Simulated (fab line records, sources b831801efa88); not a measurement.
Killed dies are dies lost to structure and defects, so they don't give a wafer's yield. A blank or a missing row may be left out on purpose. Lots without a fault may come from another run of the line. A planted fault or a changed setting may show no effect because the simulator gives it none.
Chamber matching | flow gf180mcu | GF_PASSIVATION_CVD_00 on pecvd-02: 3 sister chambers
The step deposits SiO2 from TEOS, target thk 1000 nm, time 111.95 s. 3 wafers are shown with their chamber, then 7 later ones without.

WAFERS WITH THEIR CHAMBER
wafer  | chamber | heater_power_w (W)
L409.1 | 2       | 641
L411.4 | 0       | 827
L411.5 | 1       | 657

WAFERS WITHOUT THEIR CHAMBER
wafer  | heater_power_w (W)
L411.6 | 753
L422.1 | 910
L422.3 | 691
L422.6 | 606
L424.2 | 616
L424.3 | 696
L424.6 | 740

WHICH CHAMBER EACH WENT THROUGH
wafer  | from the rows above          | in truth
L411.6 | can't be placed: 0 or 1 or 2 | 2
L422.1 | 0                            | 0
L422.3 | can't be placed: 1 or 2 or 0 | 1
L422.6 | can't be placed: 2 or 1      | 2
L424.2 | can't be placed: 2 or 1      | 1
L424.3 | can't be placed: 1 or 2 or 0 | 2
L424.6 | can't be placed: 1 or 0 or 2 | 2
Placed correctly: 1 of 7. Can't be placed from these rows: 6 (the true chamber is among the candidates in 6). Placed wrongly: 0.
How it was worked out, from the rows above alone: a wafer's distance from a chamber is the root of the sum, over the readings, of the square of ((its reading less the chamber's mean) divided by the reading's scatter). The wafer belongs to the nearest chamber; if the next one is less than 2 further off, it can't be placed. A chamber's mean is the mean of its shown wafers. The scatter: with one shown wafer a chamber, the root of the mean of the squares of how far each hidden wafer lies from its nearest shown one.
